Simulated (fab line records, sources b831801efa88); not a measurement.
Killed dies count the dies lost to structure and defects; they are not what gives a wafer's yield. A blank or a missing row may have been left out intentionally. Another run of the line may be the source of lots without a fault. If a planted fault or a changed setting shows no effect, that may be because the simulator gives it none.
What tool caused it? || flow gf180mcu || 13 lots, 39 wafers sampled, at 5 steps of a route of 602

## WHAT THE GAUGES SHOWED, per wafer
GF_HV_LDD_THK_MEAS_55.
{"lot": "L344", "measured": "day 12 07:28", "on": "film_metro-03", "HV_LDD_CVD_54_THK (nm)": "10.04 10.03 10.02"}
{"lot": "L345", "measured": "day 12 15:18", "on": "film_metro-04", "HV_LDD_CVD_54_THK (nm)": "10.19 10.19 10.11"}
{"lot": "L346", "measured": "day 13 03:31", "on": "film_metro-03", "HV_LDD_CVD_54_THK (nm)": "10.06 10.24 10.10"}
{"lot": "L348", "measured": "day 13 19:33", "on": "film_metro-02", "HV_LDD_CVD_54_THK (nm)": "9.93 9.94 9.86"}
{"lot": "L349", "measured": "day 14 01:46", "on": "film_metro-02", "HV_LDD_CVD_54_THK (nm)": "9.76 10.00 9.88"}
{"lot": "L355", "measured": "day 16 02:36", "on": "film_metro-03", "HV_LDD_CVD_54_THK (nm)": "6.21 6.19 6.25"}
{"lot": "L357", "measured": "day 16 17:50", "on": "film_metro-03", "HV_LDD_CVD_54_THK (nm)": "10.28 10.21 10.35"}
{"lot": "L362", "measured": "day 18 13:16", "on": "film_metro-04", "HV_LDD_CVD_54_THK (nm)": "9.89 9.84 9.89"}
{"lot": "L363", "measured": "day 18 22:02", "on": "film_metro-02", "HV_LDD_CVD_54_THK (nm)": "9.91 10.00 10.02"}
{"lot": "L364", "measured": "day 19 08:36", "on": "film_metro-03", "HV_LDD_CVD_54_THK (nm)": "9.96 10.09 10.05"}
{"lot": "L365", "measured": "day 19 19:13", "on": "film_metro-02", "HV_LDD_CVD_54_THK (nm)": "10.31 10.20 10.18"}
{"lot": "L366", "measured": "day 19 21:46", "on": "film_metro-03", "HV_LDD_CVD_54_THK (nm)": "10.10 10.16 10.05"}
{"lot": "L367", "measured": "day 20 04:12", "on": "film_metro-03", "HV_LDD_CVD_54_THK (nm)": "9.97 10.00 10.03"}

GF_SAB_OVL_MEAS_10.
{"lot": "L344", "measured": "day 14 23:35", "on": "overlay-02", "SAB_OVL (nm)": "-3.4 -2.7 -3.1"}
{"lot": "L345", "measured": "day 15 06:47", "on": "overlay-02", "SAB_OVL (nm)": "1.5 -0.8 -0.8"}
{"lot": "L346", "measured": "day 15 21:35", "on": "overlay-02", "SAB_OVL (nm)": "0.3 -0.5 -1.6"}
{"lot": "L348", "measured": "day 16 14:23", "on": "overlay-02", "SAB_OVL (nm)": "0.7 -0.5 1.3"}
{"lot": "L349", "measured": "day 16 21:45", "on": "overlay-01", "SAB_OVL (nm)": "3.1 1.3 1.6"}
{"lot": "L355", "measured": "day 19 01:38", "on": "overlay-02", "SAB_OVL (nm)": "1.4 -1.0 0.2"}
{"lot": "L357", "measured": "day 19 19:21", "on": "overlay-02", "SAB_OVL (nm)": "-0.7 -1.6 -1.4"}
{"lot": "L362", "measured": "day 21 15:31", "on": "overlay-01", "SAB_OVL (nm)": "-2.4 -2.0 -1.1"}
{"lot": "L363", "measured": "day 22 01:24", "on": "overlay-01", "SAB_OVL (nm)": "1.0 0.7 0.5"}
{"lot": "L364", "measured": "day 22 11:32", "on": "overlay-01", "SAB_OVL (nm)": "-1.3 -1.3 0.0"}
{"lot": "L365", "measured": "day 22 20:29", "on": "overlay-01", "SAB_OVL (nm)": "-0.3 -0.6 0.0"}
{"lot": "L366", "measured": "day 22 23:03", "on": "overlay-01", "SAB_OVL (nm)": "-3.5 -3.1 -2.1"}
{"lot": "L367", "measured": "day 23 05:08", "on": "overlay-02", "SAB_OVL (nm)": "-3.4 -2.7 -2.5"}

GF_M1_OVL_MEAS_15.
{"lot": "L344", "measured": "day 16 23:14", "on": "overlay-02", "M1_OVL (nm)": "-3 -3 5"}
{"lot": "L345", "measured": "day 17 07:19", "on": "overlay-01", "M1_OVL (nm)": "5 -2 -4"}
{"lot": "L346", "measured": "day 17 22:12", "on": "overlay-01", "M1_OVL (nm)": "-9 -10 -9"}
{"lot": "L348", "measured": "day 18 16:17", "on": "overlay-01", "M1_OVL (nm)": "-6 -4 -2"}
{"lot": "L349", "measured": "day 19 00:45", "on": "overlay-01", "M1_OVL (nm)": "1 0 3"}
{"lot": "L355", "measured": "day 21 04:41", "on": "overlay-01", "M1_OVL (nm)": "-5 0 1"}
{"lot": "L357", "measured": "day 21 21:49", "on": "overlay-01", "M1_OVL (nm)": "2 3 0"}
{"lot": "L362", "measured": "day 23 16:25", "on": "overlay-01", "M1_OVL (nm)": "-4 -5 -7"}
{"lot": "L363", "measured": "day 24 02:13", "on": "overlay-01", "M1_OVL (nm)": "-2 -7 -3"}
{"lot": "L364", "measured": "day 24 11:27", "on": "overlay-01", "M1_OVL (nm)": "-2 4 -7"}
{"lot": "L365", "measured": "day 24 20:31", "on": "overlay-02", "M1_OVL (nm)": "-13 -9 -18"}
{"lot": "L366", "measured": "day 24 21:47", "on": "overlay-01", "M1_OVL (nm)": "2 3 -2"}
{"lot": "L367", "measured": "day 25 03:44", "on": "overlay-01", "M1_OVL (nm)": "3 1 10"}

GF_V1_THK_MEAS_01.
{"lot": "L344", "measured": "day 16 23:59", "on": "film_metro-04", "V1_CVD_00_THK (nm)": "574 582 579"}
{"lot": "L345", "measured": "day 17 08:05", "on": "film_metro-01", "V1_CVD_00_THK (nm)": "588 581 587"}
{"lot": "L346", "measured": "day 17 22:57", "on": "film_metro-01", "V1_CVD_00_THK (nm)": "589 589 589"}
{"lot": "L348", "measured": "day 18 17:07", "on": "film_metro-04", "V1_CVD_00_THK (nm)": "576 585 586"}
{"lot": "L349", "measured": "day 19 01:31", "on": "film_metro-01", "V1_CVD_00_THK (nm)": "589 589 588"}
{"lot": "L355", "measured": "day 21 05:26", "on": "film_metro-01", "V1_CVD_00_THK (nm)": "576 579 580"}
{"lot": "L357", "measured": "day 21 22:36", "on": "film_metro-04", "V1_CVD_00_THK (nm)": "582 579 577"}
{"lot": "L362", "measured": "day 23 17:13", "on": "film_metro-01", "V1_CVD_00_THK (nm)": "586 589 587"}
{"lot": "L363", "measured": "day 24 02:59", "on": "film_metro-01", "V1_CVD_00_THK (nm)": "581 584 586"}
{"lot": "L364", "measured": "day 24 12:13", "on": "film_metro-04", "V1_CVD_00_THK (nm)": "578 578 580"}
{"lot": "L365", "measured": "day 24 21:16", "on": "film_metro-03", "V1_CVD_00_THK (nm)": "583 577 586"}
{"lot": "L366", "measured": "day 24 22:40", "on": "film_metro-01", "V1_CVD_00_THK (nm)": "586 576 576"}
{"lot": "L367", "measured": "day 25 04:41", "on": "film_metro-03", "V1_CVD_00_THK (nm)": "579 580 588"}

## EACH LOT AND THE TOOL THAT RAN IT (in order: tool; ch and the chambers of the sampled wafers; start)
{"lot": "L344", "GF_HV_LDD_CVD_54": "lpcvd-01 ch 1, day 12 06:27"}
{"lot": "L345", "GF_HV_LDD_CVD_54": "lpcvd-02 ch 0, day 12 14:17"}
{"lot": "L346", "GF_HV_LDD_CVD_54": "lpcvd-01 ch 0, day 13 01:59"}
{"lot": "L348", "GF_HV_LDD_CVD_54": "lpcvd-01 ch 1, day 13 18:32"}
{"lot": "L349", "GF_HV_LDD_CVD_54": "lpcvd-02 ch 0, day 14 00:44"}
{"lot": "L355", "GF_HV_LDD_CVD_54": "lpcvd-02 ch 0, day 16 01:35"}
{"lot": "L357", "GF_HV_LDD_CVD_54": "lpcvd-02 ch 1, day 16 16:48"}
{"lot": "L362", "GF_HV_LDD_CVD_54": "lpcvd-01 ch 0, day 18 11:44"}
{"lot": "L363", "GF_HV_LDD_CVD_54": "lpcvd-01 ch 0, day 18 20:29"}
{"lot": "L364", "GF_HV_LDD_CVD_54": "lpcvd-01 ch 1, day 19 07:03"}
{"lot": "L365", "GF_HV_LDD_CVD_54": "lpcvd-01 ch 1, day 19 18:12"}
{"lot": "L366", "GF_HV_LDD_CVD_54": "lpcvd-02 ch 1, day 19 20:44"}
{"lot": "L367", "GF_HV_LDD_CVD_54": "lpcvd-01 ch 0, day 20 03:11"}
- GF_HV_LDD_CVD_54: deposits SiO2 from TEOS, target thk 10 nm, time 75 s.

## AS READ BY THE TOOLS THEMSELVES (means over the sampled wafers that have a number; for cases with no such wafer, the mark the record gives instead)
GF_HV_LDD_CVD_54.
{"lot": "L344", "tool": "lpcvd-01", "spike_tc_top_C (C)": 696.6, "zone_power_lower_pct (%)": 9.0}
{"lot": "L345", "tool": "lpcvd-02", "spike_tc_top_C (C)": 693.9, "zone_power_lower_pct (%)": 10.6}
{"lot": "L346", "tool": "lpcvd-01", "spike_tc_top_C (C)": 697.4, "zone_power_lower_pct (%)": 11.1}
{"lot": "L348", "tool": "lpcvd-01", "spike_tc_top_C (C)": 696.5, "zone_power_lower_pct (%)": 9.0}
{"lot": "L349", "tool": "lpcvd-02", "spike_tc_top_C (C)": 694.2, "zone_power_lower_pct (%)": 10.7}
{"lot": "L355", "tool": "lpcvd-02", "spike_tc_top_C (C)": 693.2, "zone_power_lower_pct (%)": 10.8}
{"lot": "L357", "tool": "lpcvd-02", "spike_tc_top_C (C)": 694.8, "zone_power_lower_pct (%)": 10.6}
{"lot": "L362", "tool": "lpcvd-01", "spike_tc_top_C (C)": 697.2, "zone_power_lower_pct (%)": 11.0}
{"lot": "L363", "tool": "lpcvd-01", "spike_tc_top_C (C)": 699.2, "zone_power_lower_pct (%)": 11.0}
{"lot": "L364", "tool": "lpcvd-01", "spike_tc_top_C (C)": 696.1, "zone_power_lower_pct (%)": 9.0}
{"lot": "L365", "tool": "lpcvd-01", "spike_tc_top_C (C)": 696.1, "zone_power_lower_pct (%)": 9.1}
{"lot": "L366", "tool": "lpcvd-02", "spike_tc_top_C (C)": 694.6, "zone_power_lower_pct (%)": 10.6}
{"lot": "L367", "tool": "lpcvd-01", "spike_tc_top_C (C)": 697.4, "zone_power_lower_pct (%)": 11.0}

## THE ANSWER, worked out from the rows above alone
Rule: the usual values come from the lots themselves. Put in order of their means at a reading, lots are off if they are a third of the lots or fewer, leave a main group of 4 or more, and stand apart from it by a gap of 3 or more times the standard deviation of the main group's means; of several such gaps the widest counts. The tables above print the reading to a certain number of digits; a main group whose means all agree to those digits is not used. Also off: a lot with no number at a reading for which 4 or more lots have one. Any other lot the step has rows for is counted as sound. The gauges are gone through in route order, then the tools' own readings, and for those a lot's mean is taken as printed above. At the first step where some lot is off, the reading lying furthest off is the one used; lots without a number count as furthest.
Off: L355, seen at GF_HV_LDD_THK_MEAS_55 (HV_LDD_CVD_54_THK). Main group: mean 10.05 nm, sd 0.13.
A tool fits if, at a process step before that reading, it ran every lot that is off, and no sound lot after the first of them. Those tools and the gauges at GF_HV_LDD_THK_MEAS_55 are tried in the same way. None of those tried fits.

## WHAT THE SIMULATOR HAD PUT IN
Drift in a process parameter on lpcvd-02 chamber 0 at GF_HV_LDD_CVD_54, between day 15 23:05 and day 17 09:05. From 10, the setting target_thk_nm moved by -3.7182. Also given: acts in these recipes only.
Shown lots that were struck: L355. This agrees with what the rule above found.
